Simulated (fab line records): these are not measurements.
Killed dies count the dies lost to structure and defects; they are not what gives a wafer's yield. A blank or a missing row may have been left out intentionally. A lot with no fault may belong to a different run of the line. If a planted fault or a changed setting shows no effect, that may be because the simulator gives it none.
fab line records	flow sky130
record: lots: 12	wafers: 36	last-day: 50
route steps=708 shown VIA1@472 METAL2@498 METAL3@533 PAD_OPEN@708
lots that met no fault: from a run of the same line without faults
start-h: start of the lot's first displayed wafer, in hours after the record's first day	wait-h: hours since the lot's step before	" repeats the value in the row above	L1.1+2: a row that stands for several wafers	- value missing, or start not given	* or withheld: withheld	< > ~ a bound
route shown NAME@n: names a module that has steps shown in the file, with the first one's number in the route	usual: mean/standard deviation taken from wafers without a fault	same: alike in all rows	chamber/n: place in a boat	sites: readings site by site	_std_site: the values' standard deviation	_edge_site: mean of outer sites minus mean of inner sites	radius-mm: how far each site lies from the wafer's centre	mask NAME#n: copy n	behind: the tool/chamber that last shaped the wafer	hold: cause of the lot's hold/its duration in hours/its outcome	device: transistor that didn't switch, given as n, p or np	end of line: tests of these same wafers at the route's end	a step without rows: its recipe alone	killed: dies that structure and defects cost at the first sort, which is not the same as the wafer's yield	map: a wafer's dies, x killed, . not, _ none there
set.NAME: the run value of the setting; set.NAME@STEP: its run value at that earlier step	model.NAME: the simulator's own value behind a step, which no gauge read
the route's steps for a sample of lots (tables are steps, rows are wafers)
services: the hour from which a tool's chamber was out of use, counted from the record's first day as start-h (under 0 if before that day), plus the number of hours and why
== steps ==
step: SKY_VIA1_ETCH_14
recipe: chemistry: N2/H2	target: BARC	ion-energy-ev: 200	source-w: 500	bias-w: 100	pressure-mtorr: 30	n2-flow-sccm: 100	h2-flow-sccm: 200	stop-on: SiO2	time-s: 45.9	target-depth-a: 600
usual: drypump-motor-current-A: 6.0/0.32	oes-product-au: 0.855/0.0044	rf-fwd-power-W: 494.1/2.1	throttle-valve-pct: 13.225/0.0094
lot.wafer	tool	chamber	start-h	wait-h	drypump-motor-current-A	oes-product-au	rf-fwd-power-W	rf-hours-counter-h	throttle-valve-pct
L279.1	rie-diel-03	0	832.57	0.0	6.2	0.858	495.2	21	13.207
L279.2	"	2	"	"	5.9	0.861	487.7	32	13.233
L279.4	"	3	"	"	5.4	0.857	494.4	18	13.236
L282.2	rie-diel-04	1	858.28	0.0	5.9	0.860	494.9	10	13.212
L282.5	"	0	"	"	6.5	0.850	494.9	-	13.208
L282.6	"	1	"	"	5.8	0.855	493.8	-	13.239
L283.3	rie-diel-03	0	869.17	0.0	6.2	0.856	493.1	22	13.229
L283.4	"	3	"	"	5.4	0.854	494.9	-	13.238
L283.6	"	0	"	"	6.2	0.852	493.6	-	13.213
L284.1	rie-diel-04	2	870.18	0.0	6.4	0.864	492.1	13	13.234
L284.3	"	3	"	"	6.3	0.855	494.5	4	13.237
L284.5	"	1	"	"	5.9	0.864	493.2	-	13.225
L286.1	rie-diel-02	1	881.18	0.0	5.6	0.865	493.3	20	13.233
L286.2	"	2	"	"	5.6	0.855	493.1	15	13.238
L286.6	"	0	"	"	6.0	0.861	491.2	-	13.222
L285.1	rie-diel-04	0	882.36	0.0	6.6	0.853	494.6	9	13.219
L285.3	"	2	"	"	6.4	0.855	493.8	13	13.229
L285.6	"	3	"	"	6.3	0.849	497.9	-	13.226
L289.1	rie-diel-03	3	913.87	0.0	5.4	0.857	493.3	21	13.232
L289.3	"	1	"	"	6.0	0.855	494.7	1	13.232
L289.6	"	1	"	"	6.0	0.852	492.9	-	13.218
L293.1	rie-diel-04	2	932.57	0.0	6.4	0.854	490.9	14	13.219
L293.3	"	1	"	"	5.9	0.860	495.6	12	13.236
L293.6	"	2	"	"	6.4	0.859	494.7	-	13.234
L294.2	rie-diel-04	2	960.92	0.0	6.4	0.852	493.8	15	13.217
L294.3	"	1	"	"	5.9	0.855	492.1	12	13.216
L294.5	"	1	"	"	5.9	0.851	495.6	-	13.224
L297.2	rie-diel-03	1	971.87	0.0	6.0	0.852	496.9	2	13.221
L297.3	"	2	"	"	5.9	0.860	489.8	4	13.212
L297.5	"	2	"	"	5.9	0.848	489.2	-	13.234
L296.1	rie-diel-02	2	974.51	0.0	5.6	0.850	491.0	18	13.223
L296.2	"	1	"	"	5.6	0.849	495.0	23	13.224
L296.6	"	1	"	"	5.7	0.853	497.4	-	13.212
L295.2	rie-diel-02	2	978.09	0.0	5.6	0.859	495.1	18	13.224
L295.4	"	0	"	"	6.0	0.858	494.1	21	13.228
L295.6	"	0	"	"	6.0	0.861	494.6	-	13.222
step: SKY_VIA1_SPUTTER_20
recipe: material: TiN	target-thk-nm: 20	chamber-pressure-pa: 5	power-w: 4000	time-s: 80
usual: chamber-pressure-pa: 5.000/0.0099	throttle-valve-pct: 29.6/0.85
lot.wafer	tool	chamber	start-h	wait-h	chamber-pressure-pa	throttle-valve-pct
L279.1	pvd-sputter-02	-	833.26	0.0	5.002	29.2
L279.2	"	-	"	"	4.982	30.6
L279.4	"	-	"	"	5.005	29.6
L282.2	pvd-sputter-02	-	858.97	0.0	5.015	29.3
L282.5	"	-	"	"	4.999	29.3
L282.6	"	-	"	"	4.995	30.7
L283.3	pvd-sputter-01	-	869.85	0.0	5.001	27.7
L283.4	"	-	"	"	5.007	27.5
L283.6	"	-	"	"	5.026	30.0
L284.1	pvd-sputter-01	-	870.87	0.0	4.998	30.2
L284.3	"	-	"	"	5.002	29.7
L284.5	"	-	"	"	4.997	30.2
L286.1	pvd-sputter-02	-	881.93	0.0	5.008	29.1
L286.2	"	-	"	"	5.012	30.3
L286.6	"	-	"	"	5.003	30.5
L285.1	pvd-sputter-03	-	883.15	0.0	5.013	29.3
L285.3	"	-	"	"	5.011	30.9
L285.6	"	-	"	"	4.992	29.3
L289.1	pvd-sputter-03	-	914.57	0.0	4.987	29.5
L289.3	"	-	"	"	5.006	29.0
L289.6	"	-	"	"	5.008	29.0
L293.1	pvd-sputter-02	-	933.25	0.0	5.002	29.2
L293.3	"	-	"	"	4.999	30.6
L293.6	"	-	"	"	5.008	29.5
L294.2	pvd-sputter-03	-	961.64	0.0	4.994	29.4
L294.3	"	-	"	"	5.000	31.1
L294.5	"	-	"	"	4.994	29.2
L297.2	pvd-sputter-01	-	972.60	0.0	4.991	29.1
L297.3	"	-	"	"	5.005	29.6
L297.5	"	-	"	"	4.989	27.8
L296.1	pvd-sputter-03	-	975.24	0.0	5.004	29.4
L296.2	"	-	"	"	5.010	30.9
L296.6	"	-	"	"	5.000	29.3
L295.2	pvd-sputter-01	-	978.81	0.0	5.016	29.7
L295.4	"	-	"	"	4.998	30.1
L295.6	"	-	"	"	4.992	30.3
step: SKY_METAL2_CD_MEAS_15
recipe: target-cd-nm: 140
usual: cd-nm: 140.1/1.5
lot.wafer	tool	chamber	start-h	wait-h	cd-nm
L279.1	cd-sem-01	-	859.68	-	141.1
L279.2	"	-	"	"	141.1
L279.4	"	-	"	"	139.5
L282.2	cd-sem-02	-	885.55	-	144.4
L282.5	"	-	"	"	142.0
L282.6	"	-	"	"	144.5
L283.3	cd-sem-01	-	896.59	-	142.7
L283.4	"	-	"	"	143.9
L283.6	"	-	"	"	143.5
L284.1	cd-sem-01	-	897.85	-	139.7
L284.3	"	-	"	"	140.6
L284.5	"	-	"	"	140.9
L286.1	cd-sem-01	-	908.33	-	138.9
L286.2	"	-	"	"	138.1
L286.6	"	-	"	"	137.6
L285.1	cd-sem-01	-	909.03	-	140.5
L285.3	"	-	"	"	140.2
L285.6	"	-	"	"	140.9
L289.1	cd-sem-01	-	940.28	-	138.3
L289.3	"	-	"	"	139.2
L289.6	"	-	"	"	136.5
L293.1	cd-sem-02	-	958.36	-	139.7
L293.3	"	-	"	"	141.1
L293.6	"	-	"	"	140.4
L294.2	cd-sem-02	-	986.25	-	137.5
L294.3	"	-	"	"	138.2
L294.5	"	-	"	"	137.7
L297.2	cd-sem-01	-	996.78	-	139.6
L297.3	"	-	"	"	138.1
L297.5	"	-	"	"	139.3
L296.1	cd-sem-01	-	999.86	-	140.7
L296.2	"	-	"	"	139.8
L296.6	"	-	"	"	140.2
L295.2	cd-sem-02	-	1004.03	-	140.9
L295.4	"	-	"	"	139.9
L295.6	"	-	"	"	140.4
step: SKY_METAL3_SPUTTER_01
recipe: material: TiN	target-thk-nm: 20	power-w: 6500	time-s: 16.7	chamber-pressure-pa: 0.4
usual: chamber-pressure-pa: 0.4001/0.00088	throttle-valve-pct: 29.4/1
lot.wafer	tool	chamber	start-h	wait-h	chamber-pressure-pa	throttle-valve-pct
L279.1	pvd-sputter-04	-	889.05	0.0	0.3994	29.3
L279.2	"	-	"	"	0.4012	31.2
L279.4	"	-	"	"	0.3998	29.5
L282.2	pvd-sputter-01	-	913.85	0.0	0.5113	26.3
L282.5	"	-	"	"	0.4007	29.4
L282.6	"	-	"	"	0.3984	30.1
L283.3	pvd-sputter-01	-	926.02	0.0	0.3994	30.3
L283.4	"	-	"	"	0.5133	26.2
L283.6	"	-	"	"	0.4014	27.9
L284.1	pvd-sputter-01	-	926.32	0.0	0.4011	30.3
L284.3	"	-	"	"	0.4008	29.1
L284.5	"	-	"	"	0.5120	26.4
L286.1	pvd-sputter-04	-	936.71	0.0	0.3989	29.3
L286.2	"	-	"	"	0.4009	29.5
L286.6	"	-	"	"	0.4003	29.4
L285.1	pvd-sputter-04	-	937.71	0.0	0.3992	31.3
L285.3	"	-	"	"	0.3999	29.6
L285.6	"	-	"	"	0.3989	31.5
L289.1	pvd-sputter-03	-	968.19	0.0	0.3990	29.2
L289.3	"	-	"	"	0.3995	29.0
L289.6	"	-	"	"	0.4003	29.4
L293.1	pvd-sputter-04	-	985.60	0.0	0.4001	29.5
L293.3	"	-	"	"	0.3991	31.2
L293.6	"	-	"	"	0.4003	29.5
L294.2	pvd-sputter-03	-	1012.45	0.0	0.4005	29.0
L294.3	"	-	"	"	0.4005	29.2
L294.5	"	-	"	"	0.4008	29.3
L297.2	pvd-sputter-03	-	1023.76	0.0	0.4006	29.0
L297.3	"	-	"	"	0.4003	29.5
L297.5	"	-	"	"	0.4003	29.2
L296.1	pvd-sputter-04	-	1025.50	0.0	0.3996	29.4
L296.2	"	-	"	"	0.3990	29.0
L296.6	"	-	"	"	0.3984	29.1
L295.2	pvd-sputter-01	-	1030.16	0.0	0.4000	27.5
L295.4	"	-	"	"	0.3993	29.9
L295.6	"	-	"	"	0.4016	29.6
step: SKY_PAD_OPEN_PROBE_99
usual: defect-limited-yield: 82.8/2.1	killed_at_M0_to_M3: 42/6.6	killed_at_M4_up: 3.1/1.9	killed-at-contacts: 24/5.6	killed-at-front-end: 15/4.8	killed-at-other: 0.3/0.48	killed-dies: 84/10	killed-open: 47/6.8	killed-short: 37/6.8	sort_bin_3_pad_short: 0.9/0.48	sort_bin_5_function: 10.1/1.4	sort_bin_6_memory: 6.2/1.2	sort-n-pass: 408/10	sort-yield-pct: 82.8/2.1
same: gross-dies: 492	killed-at-back-side: 0	sort_bin_4_leakage[%]: 0	sort_bin_8_speed[%]: 0
lot.wafer	tool	chamber	start-h	wait-h	defect-limited-yield[%]	killed_at_M0_to_M3	killed_at_M4_up	killed-at-contacts	killed-at-front-end	killed-at-other	killed-dies	killed-open	killed-short	sort_bin_3_pad_short[%]	sort_bin_5_function[%]	sort_bin_6_memory[%]	sort-n-pass	sort-yield-pct[%]
L282.2	prober-01	-	1126.58	0.1	81.7	44	7	26	12	1	90	46	44	1.4	11.0	5.9	402	81.7
L282.5	prober-01	-	1126.73	0.2	85.0	29	4	31	10	0	74	43	31	1.4	7.7	5.9	418	85.0
L282.6	prober-01	-	1126.78	0.2	83.7	35	6	24	15	0	80	46	34	0.8	10.0	5.5	412	83.7
L283.3	prober-02	-	1136.61	0.2	84.8	41	2	19	13	0	75	47	28	1.0	7.9	6.3	417	84.8
L283.4	prober-02	-	1136.66	0.2	83.3	35	2	28	17	0	82	40	42	1.0	8.5	7.1	410	83.3
L283.6	prober-02	-	1136.76	0.2	81.5	44	5	22	20	0	91	50	41	1.0	11.6	5.9	401	81.5
L285.1	prober-01	-	1145.48	0.1	86.4	29	2	23	12	1	67	34	33	0.6	8.5	4.5	425	86.4
L285.3	prober-01	-	1145.58	0.2	82.1	47	6	22	13	0	88	47	41	1.0	8.9	7.9	404	82.1
L285.6	prober-01	-	1145.73	0.3	82.1	49	0	23	16	0	88	55	33	1.0	10.6	6.3	404	82.1
L289.1	prober-02	-	1168.12	0.1	86.8	35	5	13	12	0	65	47	18	0.2	7.9	5.1	427	86.8
L289.3	prober-02	-	1168.22	0.2	81.7	48	2	20	20	0	90	41	49	0.8	11.2	6.3	402	81.7
L289.6	prober-02	-	1168.37	0.2	84.1	51	4	6	16	1	78	40	37	0.6	10.6	4.7	414	84.1
L294.2	prober-01	-	1197.82	0.1	82.9	36	1	30	16	1	84	45	39	0.4	10.2	6.5	408	82.9
L294.3	prober-01	-	1197.87	0.2	83.7	47	3	25	5	0	80	46	34	0.2	9.1	6.9	412	83.7
L294.5	prober-01	-	1197.97	0.2	85.4	42	2	19	8	1	72	39	33	0.2	9.6	4.9	420	85.4
L297.2	prober-02	-	1203.43	0.1	83.9	37	1	26	15	0	79	41	38	0.4	8.5	7.1	413	83.9
L297.3	prober-02	-	1203.48	0.2	82.5	36	5	27	18	0	86	51	35	0.6	10.2	6.7	406	82.5
L297.5	prober-02	-	1203.58	0.2	85.2	34	3	24	11	1	73	38	35	1.4	8.1	5.3	419	85.2
killed by level:class
L282.2 VIA1:geometric-particle:open=10 VIA2:geometric-particle:open=9 CONTACT:geometric-particle:open=7 VIA3:geometric-particle:open=7 LI_CONTACT:geometric-particle:open=6 LOCAL_INTERCONNECT:geometric-particle:short=6 CONTACT:geometric-particle:short=5 METAL1:geometric-particle:short=5
L282.5 CONTACT:geometric-particle:open=12 VIA1:geometric-particle:open=11 FIELD_ISO:geometric-particle:open=6 LI_CONTACT:geometric-particle:open=5 LOCAL_INTERCONNECT:geometric-particle:short=5 CONTACT:geometric-particle:short=5 VIA1:geometric-particle:short=5 METAL2:geometric-particle:short=4
L282.6 LI_CONTACT:geometric-particle:open=10 CONTACT:geometric-particle:open=9 VIA1:geometric-particle:open=7 POLY_GATE:geometric-particle:short=6 VIA2:geometric-particle:open=5 METAL4:geometric-particle:short=5 POLY_GATE:geometric-particle:open=4 METAL2:geometric-particle:open=4
L283.3 VIA1:geometric-particle:open=10 VIA2:geometric-particle:open=10 CONTACT:geometric-particle:open=8 METAL2:geometric-particle:short=6 FIELD_ISO:geometric-particle:open=4 LI_CONTACT:geometric-particle:open=4 CONTACT:geometric-particle:short=4 VIA3:geometric-particle:open=4
L283.4 CONTACT:geometric-particle:open=10 CONTACT:geometric-particle:short=8 VIA3:geometric-particle:open=7 FIELD_ISO:geometric-particle:open=6 METAL2:geometric-particle:short=6 FIELD_ISO:geometric-particle:short=5 LI_CONTACT:geometric-particle:open=5 VIA1:geometric-particle:short=5
L283.6 VIA1:geometric-particle:open=9 CONTACT:geometric-particle:open=8 VIA3:geometric-particle:open=8 FIELD_ISO:geometric-particle:open=7 METAL2:geometric-particle:short=7 METAL1:geometric-particle:short=6 FIELD_ISO:geometric-particle:short=5 LI_CONTACT:geometric-particle:open=4
L285.1 VIA1:geometric-particle:open=7 METAL1:geometric-particle:short=7 LI_CONTACT:geometric-particle:open=7 CONTACT:geometric-particle:short=7 CONTACT:geometric-particle:open=7 POLY_GATE:geometric-particle:open=4 METAL2:geometric-particle:short=4 VIA2:geometric-particle:open=3
L285.3 CONTACT:geometric-particle:open=10 VIA3:geometric-particle:open=10 VIA2:geometric-particle:open=8 METAL1:geometric-particle:short=7 VIA1:geometric-particle:open=6 FIELD_ISO:geometric-particle:short=5 LI_CONTACT:geometric-particle:open=5 METAL2:geometric-particle:short=5
L285.6 VIA1:geometric-particle:open=11 VIA2:geometric-particle:open=10 CONTACT:geometric-particle:open=9 POLY_GATE:geometric-particle:short=6 CONTACT:geometric-particle:short=6 LI_CONTACT:geometric-particle:open=5 VIA3:geometric-particle:open=5 VIA1:geometric-particle:short=5
L289.1 VIA1:geometric-particle:open=10 VIA3:geometric-particle:open=8 CONTACT:geometric-particle:open=5 FIELD_ISO:geometric-particle:open=4 POLY_GATE:geometric-particle:open=4 METAL2:geometric-particle:short=4 SPACER:geometric-particle:open=3 LI_CONTACT:geometric-particle:open=3
L289.3 VIA1:geometric-particle:open=10 FIELD_ISO:geometric-particle:open=8 CONTACT:geometric-particle:open=8 METAL2:geometric-particle:short=7 FIELD_ISO:geometric-particle:short=6 METAL1:geometric-particle:short=6 VIA1:geometric-particle:short=6 VIA3:geometric-particle:open=6
L289.6 VIA1:geometric-particle:open=13 VIA1:geometric-particle:short=7 METAL2:geometric-particle:short=7 METAL1:geometric-particle:short=6 VIA3:geometric-particle:short=6 VIA2:geometric-particle:open=5 SPACER:geometric-particle:short=5 VIA3:geometric-particle:open=5
L294.2 CONTACT:geometric-particle:open=11 FIELD_ISO:geometric-particle:open=7 METAL1:geometric-particle:short=7 LOCAL_INTERCONNECT:geometric-particle:short=6 VIA2:geometric-particle:open=6 LI_CONTACT:geometric-particle:open=5 CONTACT:geometric-particle:short=5 VIA1:geometric-particle:open=5
L294.3 CONTACT:geometric-particle:open=9 VIA1:geometric-particle:short=9 VIA2:geometric-particle:open=8 VIA1:geometric-particle:open=7 VIA3:geometric-particle:open=7 LI_CONTACT:geometric-particle:open=6 METAL2:geometric-particle:short=5 CONTACT:geometric-particle:short=4
L294.5 CONTACT:geometric-particle:open=8 VIA2:geometric-particle:open=8 METAL1:geometric-particle:short=7 VIA1:geometric-particle:open=6 METAL2:geometric-particle:short=4 LOCAL_INTERCONNECT:geometric-particle:short=4 CONTACT:geometric-particle:short=4 VIA1:geometric-particle:short=4
L297.2 CONTACT:geometric-particle:open=9 LI_CONTACT:geometric-particle:open=8 VIA2:geometric-particle:open=6 METAL2:geometric-particle:short=6 FIELD_ISO:geometric-particle:open=5 VIA1:geometric-particle:short=5 METAL1:geometric-particle:short=5 CONTACT:geometric-particle:short=4
L297.3 VIA1:geometric-particle:open=11 CONTACT:geometric-particle:open=10 FIELD_ISO:geometric-particle:open=9 CONTACT:geometric-particle:short=8 VIA2:geometric-particle:open=5 LI_CONTACT:geometric-particle:open=5 FIELD_ISO:geometric-particle:short=4 METAL2:geometric-particle:short=4
L297.5 LI_CONTACT:geometric-particle:open=8 CONTACT:geometric-particle:open=7 METAL1:geometric-particle:short=6 VIA1:geometric-particle:short=6 VIA1:geometric-particle:open=5 FIELD_ISO:geometric-particle:short=4 FIELD_ISO:geometric-particle:open=4 LOCAL_INTERCONNECT:geometric-particle:short=4
== services ==
tool	chamber	start-h	hours	kind
rie-diel-03	-	818.86	1.9	repair
pvd-sputter-03	-	832.78	2.4	repair
pvd-sputter-02	-	838.63	0.8	repair
rie-diel-03	2	843.82	6.0	repair
rie-diel-03	2	849.86	-	clean
rie-diel-03	2	849.86	15.8	scheduled-down
rie-diel-03	2	849.86	15.8	vent-cycle
rie-diel-03	1	865.69	-	clean
rie-diel-03	1	865.69	21.8	scheduled-down
rie-diel-03	1	865.69	21.8	vent-cycle
rie-diel-04	-	879.72	1.5	repair
pvd-sputter-01	-	908.64	2.2	repair
pvd-sputter-02	-	927.87	0.9	repair
rie-diel-03	2	952.07	2.4	repair
rie-diel-03	0	997.78	-	clean
rie-diel-03	0	997.78	-	consumable-replace:showerhead
rie-diel-03	0	997.78	17.0	scheduled-down
rie-diel-03	0	997.78	17.0	vent-cycle
rie-diel-03	-	1011.34	2.8	pm
pvd-sputter-03	-	1016.58	0.5	repair
pvd-sputter-01	-	1019.03	4.9	repair
rie-diel-02	2	1019.04	7.8	repair
== key ==
first-sign: step: SKY_METAL3_SPUTTER_01	reading: chamber-pressure-pa	direction: up	sigmas: 99+	usual: 0.4001	struck: 0.5122
effect: step: SKY_METAL3_SPUTTER_01	reading: throttle-valve-pct	direction: down	sigmas: 3	usual: 29.4	struck: 26.3
met-at SKY_METAL3_SPUTTER_01
struck-lots L282,L283,L284
struck-wafers L282.2,L283.4,L284.5
not-acting-at SKY_VIA1_ETCH_14,SKY_VIA1_SPUTTER_20,SKY_METAL2_CD_MEAS_15
fault: kind: process-parameter-drift	tool: pvd-sputter-01	chamber: -	onset-h: 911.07	steps: SKY_METAL3_SPUTTER_01	channel: chamber-pressure-pa	offset: 0.11162	shape: step	end-h: 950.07	acts-in: these-recipes-only	stated: 0.4	scope: struck-wafers-only
